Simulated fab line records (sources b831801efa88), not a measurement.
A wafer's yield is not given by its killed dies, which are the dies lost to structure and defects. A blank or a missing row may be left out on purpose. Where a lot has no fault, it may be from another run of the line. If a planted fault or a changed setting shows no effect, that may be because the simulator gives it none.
Which of the tools did it?	flow gf180mcu	12 lots with 36 wafers sampled at 6 steps, on a route of 602 steps

== WHAT EACH GAUGE READ, for each wafer ==
GF_POLY_GATE_CD_MEAS_10 targets a cd of 280 nm.
lot	measured	on	cdNm (nm)
L779	day 9 05:10	cdSem-02	279.5 280.5 279.5
L781	day 9 17:29	cdSem-01	282.3 281.6 281.2
L783	day 10 10:02	cdSem-02	278.4 278.7 278.4
L784	day 10 17:08	cdSem-01	281.6 279.6 281.2
L786	day 11 08:16	cdSem-02	279.5 279.7 280.2
L787	day 11 15:41	cdSem-02	281.9 280.9 282.3
L793	day 13 12:28	cdSem-02	279.1 278.3 278.3
L795	day 13 23:26	cdSem-01	278.1 278.1 278.5
L796	day 14 08:22	cdSem-02	279.2 279.1 280.4
L800	day 15 11:50	cdSem-01	282.0 282.4 281.2
L801	day 15 20:13	cdSem-02	278.3 278.9 278.9
L802	day 16 02:25	cdSem-02	279.1 279.6 279.3

GF_HV_LDD_OVL_MEAS_32.
lot	measured	on	HV_LDD_02_OVL (nm)
L779	day 11 13:39	overlay-02	-0.3 0.7 -1.1
L781	day 12 01:32	overlay-01	-1.9 -3.0 -2.4
L783	day 12 21:45	overlay-02	1.2 -0.8 -0.7
L784	day 13 03:57	overlay-02	-2.1 -2.0 -3.2
L786	day 13 20:14	overlay-01	-2.3 -3.0 -2.8
L787	day 14 10:09	overlay-01	-0.4 -0.7 -1.8
L793	day 16 07:59	overlay-02	-1.8 -0.5 -1.7
L795	day 16 18:48	overlay-02	0.2 1.1 -1.7
L796	day 17 05:17	overlay-02	-3.1 -2.4 -2.8
L800	day 18 11:45	overlay-01	-2.6 -2.1 -0.4
L801	day 18 20:19	overlay-01	-1.8 -1.3 -0.5
L802	day 19 01:42	overlay-01	-0.9 -0.8 -1.0

GF_HV_LDD_TW_MEAS_38.
lot	measured	on	HV_LDD_3_TW
L779	day 11 14:24	filmMetro-02	1434 1425 1425
L781	day 12 02:16	filmMetro-02	1425 1431 1425
L783	day 12 22:29	filmMetro-03	1448 1449 1441
L784	day 13 04:41	filmMetro-03	1444 1439 1439
L786	day 13 20:59	filmMetro-03	1447 1447 1443
L787	day 14 10:53	filmMetro-04	1426 1419 1425
L793	day 16 08:43	filmMetro-04	1508 1500 1501
L795	day 16 19:32	filmMetro-04	1511 1499 1498
L796	day 17 06:02	filmMetro-04	1425 1434 1434
L800	day 18 12:29	filmMetro-02	1416 1425 1422
L801	day 18 21:04	filmMetro-02	1422 1418 1416
L802	day 19 02:26	filmMetro-04	1431 1418 1437

GF_HV_LDD_RS_MEAS_53: uses a four-point probe to measure.
lot	measured	on	HV_LDD_RS (ohm/sq)
L779	day 12 09:31	filmMetro-03	418.4 418.2 417.8
L781	day 12 21:43	filmMetro-03	417.9 418.6 418.9
L783	day 13 19:25	filmMetro-03	422.1 421.4 419.7
L784	day 14 01:16	filmMetro-04	419.2 418.0 419.0
L786	day 14 17:52	filmMetro-04	419.7 419.4 418.7
L787	day 15 07:47	filmMetro-04	419.5 420.1 420.4
L793	day 17 08:16	filmMetro-04	406.0 406.4 406.1
L795	day 17 18:56	filmMetro-03	405.1 404.9 405.3
L796	day 18 06:10	filmMetro-03	419.2 418.7 418.6
L800	day 19 12:20	filmMetro-03	419.0 418.5 417.7
L801	day 19 21:30	filmMetro-04	420.5 420.6 420.7
L802	day 20 02:10	filmMetro-02	418.4 419.9 419.6

== TOOL THAT RAN EACH LOT (tool first, then ch and the chambers of the sampled wafers, then the start) ==
lot	GF_HV_LDD_STRIP_10	GF_HV_LDD_IMPLANT_34
L779	plasmaAsher-02 ch 0,1, day 10 00:37	implanter-03 ch 0, day 11 13:53
L781	plasmaAsher-04 ch 0,1, day 10 13:03	implanter-01 ch 0, day 12 01:43
L783	plasmaAsher-02 ch 0,1, day 11 08:02	implanter-01 ch 0, day 12 21:56
L784	plasmaAsher-04 ch 0,1, day 11 13:02	implanter-02 ch 0, day 13 04:08
L786	plasmaAsher-04 ch 0,1, day 12 05:02	implanter-01 ch 0, day 13 20:26
L787	plasmaAsher-04 ch 0, day 12 17:35	implanter-01 ch 0, day 14 10:22
L793	plasmaAsher-04 ch 0,1, day 14 12:32	implanter-01 ch 0, day 16 08:10
L795	plasmaAsher-04 ch 0,1, day 14 23:05	implanter-01 ch 0, day 16 19:00
L796	plasmaAsher-03 ch 0,1, day 15 08:23	implanter-03 ch 0, day 17 05:29
L800	plasmaAsher-04 ch 0,1, day 16 12:14	implanter-02 ch 0, day 18 11:58
L801	plasmaAsher-03 ch 0,1, day 16 21:34	implanter-03 ch 0, day 18 20:33
L802	plasmaAsher-04 ch 0,1, day 17 02:58	implanter-02 ch 0, day 19 01:53
- GF_HV_LDD_STRIP_10: strips in O2/N2.
- GF_HV_LDD_IMPLANT_34

== AS READ BY THE TOOLS THEMSELVES (means over the sampled wafers that have a number; for cases with no such wafer, the mark the record gives instead) ==
GF_HV_LDD_STRIP_10.
lot	tool	drypumpMotorCurrentA (A)	heaterPowerW (W)	oesProductAu (a.u.)	stripTimeToEndpointS (s)
L779	plasmaAsher-02	5.8	363	0.713	12.61
L781	plasmaAsher-04	5.5	314	0.718	12.64
L783	plasmaAsher-02	5.7	367	0.711	12.54
L784	plasmaAsher-04	5.4	296	0.717	12.62
L786	plasmaAsher-04	5.5	311	0.716	12.67
L787	plasmaAsher-04	5.6	317	0.716	12.66
L793	plasmaAsher-04	5.3	300	0.718	12.59
L795	plasmaAsher-04	5.3	302	0.716	12.62
L796	plasmaAsher-03	6.6	334	0.714	12.63
L800	plasmaAsher-04	5.3	294	0.718	12.63
L801	plasmaAsher-03	6.6	343	0.717	12.59
L802	plasmaAsher-04	5.3	297	0.719	12.63

GF_HV_LDD_IMPLANT_34.
lot	tool	beamOnS (s)	doseIonsCm2	faradayCurrentUA
L779	implanter-03	10.23	7.512e+12	41.2
L781	implanter-01	9.89	7.496e+12	42.7
L783	implanter-01	10.07	7.497e+12	42.1
L784	implanter-02	10.09	7.498e+12	41.9
L786	implanter-01	10.13	7.513e+12	41.7
L787	implanter-01	10.13	7.507e+12	41.8
L793	implanter-01	9.97	1.259e+13	71.1
L795	implanter-01	10.10	1.257e+13	70.1
L796	implanter-03	9.92	7.496e+12	42.7
L800	implanter-02	10.05	7.498e+12	42.2
L801	implanter-03	9.80	7.500e+12	43.1
L802	implanter-02	10.13	7.497e+12	41.8

== THE ANSWER, worked out from the rows above alone ==
Rule: the lots themselves supply what counts as usual. The widest of any qualifying gaps counts: lots, ordered by their means at a reading, are off when they make up no more than a third of the lots, leave a main group of 4 or more, and stand apart from it by 3 or more times the standard deviation of that group's means. If all means in a main group match to the digits the tables above print for the reading, that group is not used. Also off: a lot with no number at a reading for which 4 or more lots have one. All remaining lots with rows at the step are treated as sound. The gauges are gone through in route order, then the tools' own readings, and for those a lot's mean is taken as printed above. At the first step where some lot is off, the reading lying furthest off is the one used; lots without a number count as furthest.
Off: L793, L795, seen at GF_HV_LDD_TW_MEAS_38 (HV_LDD_3_TW). Mean 1431 and standard deviation 9.4 in the main group.
A tool fits if, at a process step before that reading, it ran every lot that is off, and no sound lot after the first of them. Not tried: the gauges at GF_HV_LDD_TW_MEAS_38; whatever is off there is also off at GF_HV_LDD_IMPLANT_34, on other tools, and gauge error can't account for it. One fits: implanter-01 at GF_HV_LDD_IMPLANT_34. A fault onset in the window from L787 (day 14 10:22, its last sound lot) to L793 (day 16 08:10, its first lot off) fits.
The tool's own readings at GF_HV_LDD_IMPLANT_34 bear it out: on the lots that are off they differ by more than 5 times the standard deviation of the sound lots' means. doseIonsCm2 reads 1.258e+13 there against 7.501e+12 on the sound lots; faradayCurrentUA reads 70.6 there against 42.1 on the sound lots.

== WHAT THE SIMULATOR HAD INSERTED ==
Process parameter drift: implanter-01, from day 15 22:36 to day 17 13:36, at GF_HV_LDD_IMPLANT_34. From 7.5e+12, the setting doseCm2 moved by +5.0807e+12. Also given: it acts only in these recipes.
Lots struck among those shown: L793, L795. The same result came from the rule above.
